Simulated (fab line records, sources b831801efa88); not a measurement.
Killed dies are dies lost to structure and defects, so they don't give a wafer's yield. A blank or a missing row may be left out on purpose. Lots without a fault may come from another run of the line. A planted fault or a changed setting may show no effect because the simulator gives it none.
fab line records | flow gf180mcu
record lots=5 wafers=15 last_day=32
route steps=602 shown M3@422 V3@429
lots that met no fault: from a run of the same line without faults
start_h: hours from the record's first day to the start of the lot's first wafer shown | wait_h: hours since the lot's step before | " the same as in the row above | L1.1+2: a row that stands for several wafers | - no value, or no start given | * or withheld: withheld | < > ~ a bound
route shown NAME@n: a module of which the file shows steps, and the number in the route of the first | usual: mean/standard deviation of fault-free wafers | same: alike in all rows | chamber/n: place in a boat | sites: the reading at each site | _std_site: their standard deviation | _edge_site: outer sites' mean less inner sites' | radius_mm: how far each site lies from the wafer's centre | mask NAME#n: copy n | behind: the tool/chamber that last shaped the wafer | hold: why the lot was held/for how many hours/how that ended | device: the transistor (n, p or np) that didn't switch | end of line: the same wafers' tests at the end of the route | a step without rows: its recipe alone | killed: dies lost to structure and defects at the first sort, not the wafer's yield | map: a wafer's dies, x killed, . not, _ none there
set.NAME: the setting as run; set.NAME@STEP: as run at that earlier step | model.NAME: the simulator's own value behind a step, which no gauge read
lots at some steps of the route; a table a step, a row a wafer
services: from which hour (start_h, from the record's first day; less than 0 if before it) a tool's chamber was out of use, for how many hours, and why
## steps
# step GF_M3_DEVELOP_13
# recipe develop_time_s=60 dev_temp_c=21
# usual resist_line_temp_C=23.01/0.093
# columns lot.wafer tool chamber start_h wait_h resist_line_temp_C
L075.2 litho_track-02 0 497.21 0.2 23.10
L075.3 " 0 " " 22.99
L075.5 " 0 " " 23.11
L078.1 litho_track-02 0 522.44 0.2 23.14
L078.3 " 0 " " 23.01
L078.6 " 0 " " 23.02
L081.1 litho_track-02 0 543.64 0.2 23.00
L081.2 " 0 " " 23.02
L081.3 " 0 " " 23.05
L082.2 litho_track-02 0 558.01 0.2 23.03
L082.3 " 0 " " 22.97
L082.4 " 0 " " 23.02
L088.2 litho_track-01 0 608.97 0.2 22.97
L088.5 " 0 " " 23.02
L088.6 " 0 " " 23.16
# step GF_M3_CD_MEAS_14
# recipe target_cd_nm=280
# usual cd_nm=279.9/0.91
# columns lot.wafer tool chamber start_h wait_h cd_nm
L075.2 cd_sem-01 - 497.36 0.1 279.2
L075.3 " - " " 279.5
L075.5 " - " " 278.3
L078.1 cd_sem-01 - 522.59 0.1 279.9
L078.3 " - " " 279.8
L078.6 " - " " 279.7
L081.1 cd_sem-02 - 543.79 0.1 280.7
L081.2 " - " " 280.7
L081.3 " - " " 281.0
L082.2 cd_sem-02 - 558.16 0.1 280.2
L082.3 " - " " 280.9
L082.4 " - " " 279.7
L088.2 cd_sem-01 - 609.22 0.2 278.5
L088.5 " - " " 278.5
L088.6 " - " " 280.1
# step GF_M3_OVL_MEAS_15
# usual M3_OVL=2/6.1
# columns lot.wafer tool chamber start_h wait_h M3_OVL[nm]
L075.2 overlay-02 - 497.46 0.1 -7
L075.3 " - " " 4
L075.5 " - " " -3
L078.1 overlay-02 - 522.71 0.1 6
L078.3 " - " " 3
L078.6 " - " " 9
L081.1 overlay-02 - 543.91 0.1 13
L081.2 " - " " 7
L081.3 " - " " 13
L082.2 overlay-02 - 558.26 0.1 6
L082.3 " - " " 3
L082.4 " - " " 3
L088.2 overlay-01 - 609.33 0.1 7
L088.5 " - " " -4
L088.6 " - " " 15
# step GF_M3_METAL_ETCH_16
# recipe chemistry=Cl2/BCl3 mask_material=KrF target_depth_nm=627.5 stop_on=SiO2 pressure_mtorr=8 icp_w=800 bias_w=140 Cl2_flow_sccm=80 bcl3_flow_sccm=40 time_s=104.6
# usual bias_w=140.1/0.4 drypump_motor_current_A=5.6/0.44 he_backside_leak_sccm=3.30/0.18 oes_product_au=0.970/0.0056 throttle_valve_pct=28.252/0.0095
# columns lot.wafer tool chamber start_h wait_h bias_w drypump_motor_current_A he_backside_leak_sccm oes_product_au rf_hours_counter_h throttle_valve_pct
L075.2 rie_metal-04 0 497.49 0.0 140.8 6.2 3.02 0.980 2 28.253
L075.3 " 0 " " 140.3 6.2 3.27 0.968 - 28.272
L075.5 " 1 " " 140.7 4.9 3.22 0.960 - 28.251
L078.1 rie_metal-02 0 522.74 0.0 140.2 5.7 3.05 0.969 6 28.256
L078.3 " 0 " " 140.1 5.7 3.03 0.975 - 28.263
L078.6 " 0 " " 140.0 5.7 3.03 0.963 - 28.274
L081.1 rie_metal-04 1 543.94 0.0 140.7 5.0 3.45 0.968 9 28.251
L081.2 " 0 " " 140.3 6.2 3.00 0.969 4 28.261
L081.3 " 0 " " 140.2 6.2 2.94 0.959 - 28.264
L082.2 rie_metal-01 1 558.29 0.0 140.4 5.9 3.28 0.974 4 28.256
L082.3 " 0 " " 140.5 5.8 3.30 0.969 - 28.263
L082.4 " 1 " " 140.7 5.9 3.59 0.957 - 28.263
L088.2 rie_metal-01 1 609.36 0.0 139.4 5.9 3.47 0.968 6 28.240
L088.5 " 1 " " 139.4 5.9 3.36 0.970 - 28.252
L088.6 " 0 " " 140.1 5.8 3.21 0.972 - 28.258
# step GF_M3_STRIP_17
# recipe chemistry=O2/N2 power_w=1400 pressure_mtorr=1500 platen_temp_c=250 o2_flow_sccm=3000 n2_flow_sccm=300 overash_fraction=0.5
# usual drypump_motor_current_A=5.7/0.34 heater_power_w=319/44 oes_product_au=0.558/0.0048 strip_time_to_endpoint_s=7.89/0.037
# columns lot.wafer tool chamber start_h wait_h drypump_motor_current_A heater_power_w oes_product_au rf_hours_counter_h strip_time_to_endpoint_s
L075.2 plasma_asher-01 0 497.61 0.1 6.0 287 0.559 68 7.88
L075.3 " 1 " " 5.3 377 0.560 - 7.87
L075.5 " 1 " " 5.3 372 0.566 - 7.97
L078.1 plasma_asher-01 0 522.86 0.1 6.0 290 0.564 70 7.95
L078.3 " 1 " " 5.3 372 0.560 - 7.95
L078.6 " 0 " " 6.0 296 0.560 - 7.96
L081.1 plasma_asher-02 1 544.05 0.1 4.9 256 0.562 95 7.89
L081.2 " 0 " " 5.6 276 0.553 95 7.86
L081.3 " 1 " " 5.0 251 0.552 - 7.86
L082.2 plasma_asher-04 1 558.40 0.1 5.9 358 0.550 44 7.89
L082.3 " 0 " " 5.9 295 0.552 - 7.90
L082.4 " 1 " " 5.9 366 0.561 - 7.84
L088.2 plasma_asher-04 1 609.47 0.1 5.9 362 0.558 50 7.83
L088.5 " 0 " " 5.9 295 0.558 - 7.84
L088.6 " 1 " " 5.8 362 0.565 - 7.89
# step GF_M3_STRIP_18
# recipe chemistry=post_etch_residue_remover time_s=1200 temp_c=72.5
# usual bath_guard_temp_C=72.6/0.45
# columns lot.wafer tool chamber start_h wait_h bath_guard_temp_C
L075.2 wet_bench-02 1 497.71 0.1 72.3
L075.3 " 1 " " 72.7
L075.5 " 1 " " 72.7
L078.1 wet_bench-02 3 522.96 0.1 72.4
L078.3 " 3 " " 72.2
L078.6 " 3 " " 72.6
L081.1 wet_bench-04 0 544.15 0.1 73.1
L081.2 " 0 " " 72.8
L081.3 " 0 " " 73.3
L082.2 wet_bench-01 2 558.50 0.1 72.9
L082.3 " 2 " " 72.5
L082.4 " 2 " " 72.6
L088.2 wet_bench-02 0 609.57 0.1 71.2
L088.5 " 0 " " 71.5
L088.6 " 0 " " 71.7
# step GF_M3_CLEAN_19
# recipe chemistry=DIW dry=n2_spin
# columns lot.wafer tool chamber start_h wait_h
L075.2+3+5 wet_bench-01 1 498.05 0.0
L078.1+3+6 wet_bench-01 0 523.30 0.0
L081.1+2+3 wet_bench-02 1 544.53 0.0
L082.2+3+4 wet_bench-04 2 558.88 0.0
L088.2+5+6 wet_bench-04 0 609.91 0.0
# step GF_V3_CVD_00
# recipe material=SiO2 target_thk_nm=600 sigma_open_frac=0.3 temp_c=400 time_s=100 sih4_flow_sccm=60 pressure_mtorr=6
# columns lot.wafer tool chamber start_h wait_h
L075.2+3+5 hdpcvd-01 1,0,1 498.14 0.0
L078.1+3+6 hdpcvd-01 1,0,2 523.41 0.0
L081.1+2+3 hdpcvd-01 0,1,2 544.63 0.0
L082.2+3+4 hdpcvd-02 2,0,1 558.97 0.0
L088.2+5+6 hdpcvd-01 1,1,2 610.00 0.0
# step GF_V3_THK_MEAS_01
# recipe reads=SiO2_of_V3_CVD_00
# usual V3_CVD_00_THK=601/5.5
# columns lot.wafer tool chamber start_h wait_h V3_CVD_00_THK[nm]
L075.2 film_metro-04 - 498.22 0.0 605
L075.3 " - " " 600
L075.5 " - " " 607
L078.1 film_metro-04 - 523.48 0.0 614
L078.3 " - " " 613
L078.6 " - " " 608
L081.1 film_metro-02 - 544.70 0.0 596
L081.2 " - " " 595
L081.3 " - " " 598
L082.2 film_metro-03 - 559.05 0.0 608
L082.3 " - " " 605
L082.4 " - " " 606
L088.2 film_metro-02 - 610.08 0.0 588
L088.5 " - " " 596
L088.6 " - " " 599
# step GF_V3_CVD_02
# recipe material=SiO2 target_thk_nm=850 precursor=TEOS temp_c=400 time_s=94.851 rf_w=600
# usual heater_power_w=626/77
# columns lot.wafer tool chamber start_h wait_h heater_power_w
L075.2 pecvd-01 0 498.27 0.0 597
L075.3 " 2 " " 688
L075.5 " 0 " " 655
L078.1 pecvd-03 0 523.54 0.1 636
L078.3 " 1 " " 580
L078.6 " 1 " " 458
L081.1 pecvd-03 0 544.76 0.1 661
L081.2 " 1 " " 580
L081.3 " 2 " " 638
L082.2 pecvd-01 1 559.10 0.0 580
L082.3 " 0 " " 584
L082.4 " 0 " " 628
L088.2 pecvd-03 1 610.13 0.0 578
L088.5 " 1 " " 473
L088.6 " 0 " " 649
# step GF_V3_THK_MEAS_03
# recipe reads=SiO2_of_V3_CVD_02
# usual V3_CVD_02_THK=844/11
# columns lot.wafer tool chamber start_h wait_h V3_CVD_02_THK[nm]
L075.2 film_metro-02 - 498.35 0.0 844
L075.3 " - " " 845
L075.5 " - " " 855
L078.1 film_metro-02 - 523.61 0.0 823
L078.3 " - " " 823
L078.6 " - " " 824
L081.1 film_metro-02 - 544.83 0.0 837
L081.2 " - " " 832
L081.3 " - " " 826
L082.2 film_metro-02 - 559.18 0.0 844
L082.3 " - " " 843
L082.4 " - " " 870
L088.2 film_metro-04 - 610.21 0.0 829
L088.5 " - " " 849
L088.6 " - " " 851
# step GF_V3_CMP_04
# recipe material=SiO2 down_force_psi=4 platen_rpm=60 pad_velocity_m_s=0.94248
# usual head_pressure_psi=3.999/0.0093 motor_current_A=11.5/0.75 time_to_endpoint_s=77/5.5
# columns lot.wafer tool chamber start_h wait_h head_pressure_psi motor_current_A time_to_endpoint_s
L075.2 cmp-02 3 498.45 0.1 4.007 11.1 81
L075.3 " 0 " " 3.992 12.0 80
L075.5 " 2 " " 3.994 12.2 82
L078.3 cmp-02 0 523.72 0.1 4.006 11.2 74
L078.1 " 2 " " 3.998 12.0 73
L078.6 " 3 " " 3.987 11.4 75
L081.1 cmp-01 0 544.94 0.1 3.988 12.5 69
L081.3 " 1 " " 3.991 10.4 68
L081.2 " 2 " " 4.006 10.9 70
L082.3 cmp-02 1 559.23 0.0 4.017 9.9 87
L082.2 " 2 " " 3.987 12.8 80
L082.4 " 0 " " 3.999 11.6 91
L088.2 cmp-01 3 610.31 0.1 3.991 11.3 70
L088.6 " 2 " " 3.993 11.4 75
L088.5 " 3 " " 3.999 10.9 76
# step GF_V3_BOW_MEAS_05
# recipe mode=bow
# usual V3_BOW=117/8.9
# columns lot.wafer tool chamber start_h wait_h V3_BOW[um]
L075.2 film_metro-04 - 498.72 0.2 129
L075.3 " - " " 132
L075.5 " - " " 124
L078.1 film_metro-04 - 523.97 0.1 131
L078.3 " - " " 129
L078.6 " - " " 115
L081.1 film_metro-03 - 545.19 0.2 124
L081.2 " - " " 116
L081.3 " - " " 122
L082.2 film_metro-02 - 559.55 0.2 95
L082.3 " - " " 109
L082.4 " - " " 99
L088.2 film_metro-02 - 610.58 0.2 121
L088.5 " - " " 113
L088.6 " - " " 119
# step GF_V3_DEHYDRATE_06
# recipe temp_c=200 time_s=60
# usual resist_line_temp_C=23.01/0.096
# columns lot.wafer tool chamber start_h wait_h resist_line_temp_C
L075.2 litho_track-04 0 509.97 11.2 23.04
L075.3 " 0 " " 22.95
L075.5 " 0 " " 22.82
L078.1 litho_track-03 0 534.41 10.4 22.92
L078.3 " 0 " " 23.10
L078.6 " 0 " " 23.02
L081.1 litho_track-04 0 555.90 10.7 23.10
L081.2 " 0 " " 23.08
L081.3 " 0 " " 23.04
L082.2 litho_track-04 0 569.97 10.4 23.03
L082.3 " 0 " " 23.07
L082.4 " 0 " " 22.91
L088.2 litho_track-01 0 620.42 9.8 22.91
L088.5 " 0 " " 23.08
L088.6 " 0 " " 23.09
# step GF_V3_HMDS_07
# recipe prime_time_s=60 prime_temp_c=120
# usual resist_line_temp_C=23.03/0.12
# columns lot.wafer tool chamber start_h wait_h resist_line_temp_C
L075.2 litho_track-04 0 510.12 0.1 22.98
L075.3 " 0 " " 22.93
L075.5 " 0 " " 22.88
L078.1 litho_track-03 0 534.56 0.1 23.16
L078.3 " 0 " " 23.07
L078.6 " 0 " " 23.08
L081.1 litho_track-04 0 556.05 0.1 23.04
L081.2 " 0 " " 23.03
L081.3 " 0 " " 23.08
L082.2 litho_track-04 0 570.12 0.1 23.18
L082.3 " 0 " " 23.16
L082.4 " 0 " " 23.31
L088.2 litho_track-01 0 620.57 0.1 23.12
L088.5 " 0 " " 23.10
L088.6 " 0 " " 23.12
# step GF_V3_COAT_08
# recipe resist=BARC temp_c=withheld time_s=withheld spin_rpm=withheld resist_thk_nm=withheld
# usual dispense_pressure_kPa=51/3.7 resist_line_temp_C=*
# columns lot.wafer tool chamber start_h wait_h dispense_pressure_kPa resist_line_temp_C
L075.2 litho_track-04 0 510.27 0.1 47 *
L075.3 " 0 " " 47 *
L075.5 " 0 " " 47 *
L078.1 litho_track-03 0 534.71 0.1 56 *
L078.3 " 0 " " 56 *
L078.6 " 0 " " 56 *
L081.1 litho_track-04 0 556.20 0.1 47 *
L081.2 " 0 " " 47 *
L081.3 " 0 " " 47 *
L082.2 litho_track-04 0 570.27 0.1 47 *
L082.3 " 0 " " 47 *
L082.4 " 0 " " 47 *
L088.2 litho_track-01 0 620.72 0.1 52 *
L088.5 " 0 " " 52 *
L088.6 " 0 " " 52 *
# step GF_V3_COAT_09
# recipe resist=KrF spin_rpm=withheld resist_thk_nm=1000
# usual dispense_pressure_kPa=51/3.7 resist_line_temp_C=23.01/0.11
# columns lot.wafer tool chamber start_h wait_h dispense_pressure_kPa resist_line_temp_C
L075.2 litho_track-04 0 - - 47 22.89
L075.3 " 0 " " 47 23.05
L075.5 " 0 " " 47 22.84
L078.1 litho_track-03 0 - - 56 22.97
L078.3 " 0 " " 56 23.25
L078.6 " 0 " " 56 22.92
L081.1 litho_track-04 0 - - 47 23.19
L081.2 " 0 " " 47 23.28
L081.3 " 0 " " 47 23.15
L082.2 litho_track-04 0 - - 47 22.96
L082.3 " 0 " " 47 23.00
L082.4 " 0 " " 47 23.01
L088.2 litho_track-01 0 - - 52 23.05
L088.5 " 0 " " 52 23.01
L088.6 " 0 " " 52 22.98
# step GF_V3_SOFTBAKE_10
# recipe temp_c=130 time_s=60 resist=KrF
# usual resist_line_temp_C=23.01/0.11
# columns lot.wafer tool chamber start_h wait_h resist_line_temp_C
L075.2 litho_track-04 0 - - 23.04
L075.3 " 0 " " 23.01
L075.5 " 0 " " 23.08
L078.1 litho_track-03 0 - - 23.02
L078.3 " 0 " " 22.92
L078.6 " 0 " " 23.01
L081.1 litho_track-04 0 - - 22.94
L081.2 " 0 " " 22.98
L081.3 " 0 " " 23.08
L082.2 litho_track-04 0 - - 23.03
L082.3 " 0 " " 23.07
L082.4 " 0 " " 22.84
L088.2 litho_track-01 0 - - 22.85
L088.5 " 0 " " 22.92
L088.6 " 0 " " 23.00
# step GF_V3_EXPOSE_11
# recipe mask_id=Via3 target_cd_nm=260 na=0.68 source_shape=conventional sigma_outer=0.6 dose_mj=37.7
# columns lot.wafer tool chamber start_h wait_h mask
L075.2+3+5 krf_scanner-02 0 - - Via3#0
L078.1+3+6 krf_scanner-02 0 - - Via3#0
L081.1+2+3 krf_scanner-02 0 - - Via3#0
L082.2+3+4 krf_scanner-01 0 - - Via3#0
L088.2+5+6 krf_scanner-02 0 - - Via3#0
# step GF_V3_PEB_12
# recipe peb_temp_c=135 peb_time_s=90 resist=KrF
# usual resist_line_temp_C=23.02/0.12
# columns lot.wafer tool chamber start_h wait_h resist_line_temp_C
L075.2 litho_track-04 0 - - 23.31
L075.3 " 0 " " 23.07
L075.5 " 0 " " 22.94
L078.1 litho_track-03 0 - - 22.80
L078.3 " 0 " " 22.87
L078.6 " 0 " " 22.92
L081.1 litho_track-03 0 - - 23.03
L081.2 " 0 " " 23.13
L081.3 " 0 " " 23.03
L082.2 litho_track-04 0 - - 22.93
L082.3 " 0 " " 22.90
L082.4 " 0 " " 22.89
L088.2 litho_track-01 0 - - 23.02
L088.5 " 0 " " 23.03
L088.6 " 0 " " 23.10
# step GF_V3_DEVELOP_13
# recipe develop_time_s=60 resist=KrF dev_temp_c=21
# usual resist_line_temp_C=22.99/0.096
# columns lot.wafer tool chamber start_h wait_h resist_line_temp_C
L075.2 litho_track-04 0 521.82 0.2 22.93
L075.3 " 0 " " 22.92
L075.5 " 0 " " 22.83
L078.1 litho_track-03 0 546.16 0.2 23.01
L078.3 " 0 " " 22.96
L078.6 " 0 " " 22.88
L081.1 litho_track-03 0 567.06 0.2 22.98
L081.2 " 0 " " 23.03
L081.3 " 0 " " 23.09
L082.2 litho_track-04 0 579.42 0.2 22.83
L082.3 " 0 " " 22.81
L082.4 " 0 " " 22.82
L088.2 litho_track-01 0 630.47 0.2 23.17
L088.5 " 0 " " 23.24
L088.6 " 0 " " 23.14
# step GF_V3_CD_MEAS_14
# recipe target_cd_nm=260
# usual cd_nm=260.1/1.1
# columns lot.wafer tool chamber start_h wait_h cd_nm
L075.2 cd_sem-02 - 521.97 0.1 259.2
L075.3 " - " " 260.1
L075.5 " - " " 260.3
L078.1 cd_sem-01 - 546.31 0.1 257.8
L078.3 " - " " 260.4
L078.6 " - " " 258.2
L081.1 cd_sem-02 - 567.21 0.1 260.8
L081.2 " - " " 260.7
L081.3 " - " " 262.0
L082.2 cd_sem-01 - 579.57 0.1 259.4
L082.3 " - " " 260.5
L082.4 " - " " 260.2
L088.2 cd_sem-02 - 630.62 0.1 260.1
L088.5 " - " " 259.9
L088.6 " - " " 260.7
# step GF_V3_OVL_MEAS_15
# usual V3_OVL=-6/4.9
# columns lot.wafer tool chamber start_h wait_h V3_OVL[nm]
L075.2 overlay-01 - 522.07 0.1 -8
L075.3 " - " " -9
L075.5 " - " " -20
L078.1 overlay-02 - 546.43 0.1 -6
L078.3 " - " " -5
L078.6 " - " " 4
L081.1 overlay-01 - 567.33 0.1 -14
L081.2 " - " " -10
L081.3 " - " " -8
L082.2 overlay-02 - 579.67 0.1 -18
L082.3 " - " " -10
L082.4 " - " " -14
L088.2 overlay-01 - 630.72 0.1 0
L088.5 " - " " -4
L088.6 " - " " 2
# step GF_V3_ETCH_16
# recipe chemistry=N2/H2 target_depth_a=withheld overetch_a=withheld time_s=withheld target=BARC ion_energy_ev=200 source_w=500 bias_w=100 pressure_mtorr=30 n2_flow_sccm=100 h2_flow_sccm=200
# usual bias_w=99.9/0.3 drypump_motor_current_A=5.46/0.28 oes_product_au=0.855/0.0047 throttle_valve_pct=13.225/0.0093
# columns lot.wafer tool chamber start_h wait_h bias_w drypump_motor_current_A oes_product_au throttle_valve_pct
L075.2 rie_diel-04 3 522.10 0.0 99.8 5.53 0.849 13.224
L075.3 " 0 " " 99.8 5.47 0.855 13.236
L075.5 " 1 " " 99.5 5.57 0.858 13.229
L078.1 rie_diel-04 3 546.46 0.0 99.7 5.49 0.856 13.217
L078.3 " 1 " " 100.5 5.57 0.853 13.218
L078.6 " 1 " " 100.2 5.57 0.852 13.233
L081.1 rie_diel-02 3 567.36 0.0 99.8 6.20 0.854 13.224
L081.2 " 2 " " 99.8 5.89 0.853 13.222
L081.3 " 1 " " 99.8 5.46 0.853 13.233
L082.2 rie_diel-04 2 579.70 0.0 100.7 5.79 0.851 13.226
L082.3 " 3 " " 100.0 5.49 0.849 13.210
L082.4 " 1 " " 99.7 5.59 0.861 13.221
L088.2 rie_diel-03 2 630.75 0.0 100.1 5.24 0.865 13.215
L088.5 " 3 " " 100.2 5.40 0.852 13.223
L088.6 " 2 " " 100.1 5.23 0.854 13.212
# step GF_V3_ETCH_17
# recipe chemistry=C4F8/O2/Ar mask_material=KrF target=SiO2 stop_on=TiN source_w=1500 bias_w=1200 pressure_mtorr=40 c4f8_flow_sccm=withheld O2_flow_sccm=6 Ar_flow_sccm=300 time_s=withheld target_depth_a=6350
# usual bias_w=1200/3.8 oes_product_au=0.856/0.0048
# columns lot.wafer tool chamber start_h wait_h bias_w oes_product_au
L075.2 rie_diel-04 3 - - 1201 0.864
L075.3 " 0 " " 1195 0.851
L075.5 " 1 " " 1201 0.852
L078.1 rie_diel-04 3 - - 1196 0.850
L078.3 " 1 " " 1199 0.847
L078.6 " 1 " " 1201 0.858
L081.1 rie_diel-02 3 - - 1198 0.857
L081.2 " 2 " " 1202 0.852
L081.3 " 1 " " 1193 0.854
L082.2 rie_diel-04 2 - - 1198 0.850
L082.3 " 3 " " 1203 0.854
L082.4 " 1 " " 1202 0.853
L088.2 rie_diel-03 2 - - 1201 0.851
L088.5 " 3 " " 1198 0.856
L088.6 " 2 " " 1198 0.856
# step GF_V3_STRIP_18
# recipe chemistry=O2/N2 power_w=1400 pressure_mtorr=1500 platen_temp_c=250 o2_flow_sccm=3000 n2_flow_sccm=300 overash_fraction=0.5
# usual drypump_motor_current_A=5.4/0.34 heater_power_w=299/40 oes_product_au=0.593/0.0048
# columns lot.wafer tool chamber start_h wait_h drypump_motor_current_A heater_power_w oes_product_au rf_hours_counter_h
L075.2 plasma_asher-02 1 522.23 - 4.9 255 0.591 93
L075.3 " 0 " " 5.6 282 0.594 -
L075.5 " 1 " " 5.0 246 0.586 -
L078.1 plasma_asher-02 0 546.59 - 5.6 279 0.592 96
L078.3 " 0 " " 5.6 273 0.592 -
L078.6 " 0 " " 5.6 276 0.594 -
L081.1 plasma_asher-02 0 567.49 - 5.6 276 0.594 98
L081.2 " 1 " " 4.9 260 0.598 98
L081.3 " 1 " " 5.0 253 0.590 -
L082.2 plasma_asher-03 0 579.83 - 5.4 347 0.589 16
L082.3 " 1 " " 5.4 322 0.588 -
L082.4 " 0 " " 5.4 337 0.598 -
L088.2 plasma_asher-01 1 630.88 - 5.3 371 0.584 82
L088.5 " 0 " " 6.0 292 0.583 -
L088.6 " 1 " " 5.3 376 0.584 -
# step GF_V3_STRIP_19
# recipe chemistry=post_etch_residue_remover time_s=1200 temp_c=72.5
# usual bath_guard_temp_C=72.6/0.44
# columns lot.wafer tool chamber start_h wait_h bath_guard_temp_C
L075.2 wet_bench-01 2 522.33 0.1 72.7
L075.3 " 2 " " 72.4
L075.5 " 2 " " 73.1
L078.1 wet_bench-01 0 546.69 0.1 72.4
L078.3 " 0 " " 72.2
L078.6 " 0 " " 72.6
L081.1 wet_bench-04 0 567.59 0.1 73.2
L081.2 " 0 " " 73.2
L081.3 " 0 " " 73.2
L082.2 wet_bench-03 0 579.93 0.1 72.4
L082.3 " 0 " " 72.3
L082.4 " 0 " " 72.2
L088.2 wet_bench-01 1 630.98 0.1 71.7
L088.5 " 1 " " 72.2
L088.6 " 1 " " 72.3
# step GF_V3_CLEAN_20
# recipe chemistry=DIW dry=n2_spin
# columns lot.wafer tool chamber start_h wait_h
L075.2+3+5 wet_bench-03 2 522.74 0.0
L078.1+3+6 wet_bench-04 3 547.03 0.0
L081.1+2+3 wet_bench-03 0 567.93 0.0
L082.2+3+4 wet_bench-01 0 580.27 0.0
L088.2+5+6 wet_bench-03 0 631.32 0.0
# step GF_V3_SPUTTER_21
# recipe material=Ti target_thk_nm=15 chamber_pressure_pa=5 power_w=2500 substrate_temp_c=200 time_s=80.02
# usual substrate_temp_c=200.00/0.18 throttle_valve_pct=30.1/1
# columns lot.wafer tool chamber start_h wait_h substrate_temp_c throttle_valve_pct
L075.2 pvd_sputter-01 - 522.83 0.0 200.12 28.6
L075.3 " - " " 199.75 31.7
L075.5 " - " " 200.21 29.0
L078.1 pvd_sputter-04 - 547.13 0.0 199.82 31.8
L078.3 " - " " 199.85 29.8
L078.6 " - " " 200.06 27.9
L081.1 pvd_sputter-01 - 568.03 0.0 199.90 31.4
L081.2 " - " " 199.91 30.0
L081.3 " - " " 199.98 29.2
L082.2 pvd_sputter-01 - 580.37 0.0 200.08 30.2
L082.3 " - " " 199.81 31.1
L082.4 " - " " 199.76 31.5
L088.2 pvd_sputter-02 - 631.42 0.0 200.05 30.5
L088.5 " - " " 200.04 30.7
L088.6 " - " " 199.84 30.5
# step GF_V3_SPUTTER_22
# recipe material=TiN target_thk_nm=10 chamber_pressure_pa=5 power_w=4000 time_s=40
# usual throttle_valve_pct=30.0/1
# columns lot.wafer tool chamber start_h wait_h throttle_valve_pct
L075.2 pvd_sputter-01 - 522.89 0.0 28.9
L075.3 " - " " 31.5
L075.5 " - " " 29.1
L078.1 pvd_sputter-04 - 547.20 0.0 31.9
L078.3 " - " " 29.4
L078.6 " - " " 28.2
L081.1 pvd_sputter-01 - 568.09 0.0 31.3
L081.2 " - " " 30.2
L081.3 " - " " 29.0
L082.2 pvd_sputter-01 - 580.43 0.0 30.0
L082.3 " - " " 31.0
L082.4 " - " " 31.6
L088.2 pvd_sputter-02 - 631.49 0.0 30.1
L088.5 " - " " 30.3
L088.6 " - " " 30.5
# step GF_V3_CVD_23
# recipe material=W target_thk_nm=350 time_s=104.9 temp_c=400 pressure_torr=40
# usual heater_power_w=829/110
# columns lot.wafer tool chamber start_h wait_h heater_power_w
L075.2 cvd_w-02 1 522.93 0.0 791
L075.3 " 0 " " 767
L075.5 " 1 " " 785
L078.1 cvd_w-02 1 547.23 0.0 782
L078.3 " 0 " " 777
L078.6 " 0 " " 763
L081.1 cvd_w-02 1 568.13 0.0 781
L081.2 " 0 " " 782
L081.3 " 1 " " 787
L082.2 cvd_w-01 1 580.47 0.0 715
L082.3 " 0 " " 1035
L082.4 " 1 " " 722
L088.2 cvd_w-02 0 631.52 0.0 768
L088.5 " 1 " " 780
L088.6 " 0 " " 770
# step GF_V3_RS_MEAS_24
# recipe thk_meas_gauge=four-point-probe reads=W_of_V3_CVD_23+TiN_of_V3_SPUTTER_22+Ti_of_V3_SPUTTER_21
# usual V3_W_RS=0.327/0.0035
# columns lot.wafer tool chamber start_h wait_h V3_W_RS[ohm/sq]
L075.2 film_metro-04 - 523.06 0.1 0.330
L075.3 " - " " 0.327
L075.5 " - " " 0.328
L078.1 film_metro-02 - 547.35 0.1 0.324
L078.3 " - " " 0.328
L078.6 " - " " 0.324
L081.1 film_metro-04 - 568.24 0.1 0.322
L081.2 " - " " 0.319
L081.3 " - " " 0.327
L082.2 film_metro-03 - 580.60 0.1 0.328
L082.3 " - " " 0.321
L082.4 " - " " 0.326
L088.2 film_metro-02 - 631.66 0.1 0.325
L088.5 " - " " 0.329
L088.6 " - " " 0.324
# step GF_V3_THK_MEAS_25
# recipe thk_meas_gauge=xrf reads=W_of_V3_CVD_23
# usual V3_W_THK=348/7.2
# columns lot.wafer tool chamber start_h wait_h V3_W_THK[nm]
L075.2 film_metro-04 - 523.17 0.1 344
L075.3 " - " " 346
L075.5 " - " " 347
L078.1 film_metro-02 - 547.47 0.1 358
L078.3 " - " " 354
L078.6 " - " " 359
L081.1 film_metro-04 - 568.36 0.1 353
L081.2 " - " " 357
L081.3 " - " " 349
L082.2 film_metro-03 - 580.71 0.1 337
L082.3 " - " " 346
L082.4 " - " " 342
L088.2 film_metro-02 - 631.77 0.1 357
L088.5 " - " " 349
L088.6 " - " " 357
# step GF_V3_CMP_26
# recipe stop_on=SiO2 down_force_psi=3.5 platen_rpm=60 t_overpolish_s=15 target_thk_nm=0 pad_velocity_m_s=0.94248
# usual head_pressure_psi=3.500/0.0076 motor_current_A=10.4/0.66 overpolish_run_s=15.000/0.0085 time_to_endpoint_s=84/3.6
# columns lot.wafer tool chamber start_h wait_h head_pressure_psi motor_current_A overpolish_run_s time_to_endpoint_s
L075.3 cmp-01 3 523.27 0.1 3.483 10.4 15.009 85
L075.2 " 0 " " 3.497 12.1 15.004 80
L075.5 " 2 " " 3.497 10.3 15.010 81
L078.3 cmp-02 0 547.53 0.0 3.501 10.5 15.010 85
L078.1 " 1 " " 3.503 9.2 14.980 92
L078.6 " 1 " " 3.496 9.8 14.982 93
L081.3 cmp-01 2 568.42 0.0 3.492 9.8 15.001 88
L081.1 " 3 " " 3.503 10.0 15.014 90
L081.2 " 1 " " 3.500 9.8 14.995 90
L082.3 cmp-01 2 580.76 0.0 3.511 10.0 15.018 84
L082.4 " 0 " " 3.496 11.4 14.993 84
L082.2 " 1 " " 3.502 10.2 15.009 84
L088.2 cmp-01 1 632.29 0.5 3.491 10.3 15.000 83
L088.5 " 0 " " 3.495 11.8 15.008 77
L088.6 " 1 " " 3.495 9.9 15.005 80
## services
# columns tool chamber start_h hours kind
cmp-01 - 478.24 2.0 repair
cmp-02 - 480.43 0.2 repair
krf_scanner-02 - 482.52 1.3 pm
rie_diel-04 0 484.27 2.2 repair
cmp-01 - 488.82 5.5 pm
cvd_w-02 - 496.58 6.0 pm
cmp-01 - 498.85 0.4 repair
wet_bench-03 - 510.58 2.1 repair
plasma_asher-02 - 535.58 1.4 repair
rie_diel-04 0 537.47 7.1 repair
krf_scanner-02 - 537.55 2.0 repair
cmp-02 - 537.93 1.9 repair
hdpcvd-01 - 554.25 2.8 pm
cmp-02 - 559.53 12.8 pm
krf_scanner-02 - 561.96 0.8 pm
krf_scanner-02 - 565.14 1.1 repair
rie_diel-04 0 570.75 5.3 repair
cvd_w-02 - 571.66 2.8 pm
pvd_sputter-01 - 571.73 1.6 repair
cmp-01 - 572.14 4.0 pm
cmp-02 - 575.69 0.6 repair
plasma_asher-02 - 576.80 10.1 repair
krf_scanner-02 - 578.06 1.0 pm
rie_diel-04 1 580.93 27.4 repair
## key
fault none
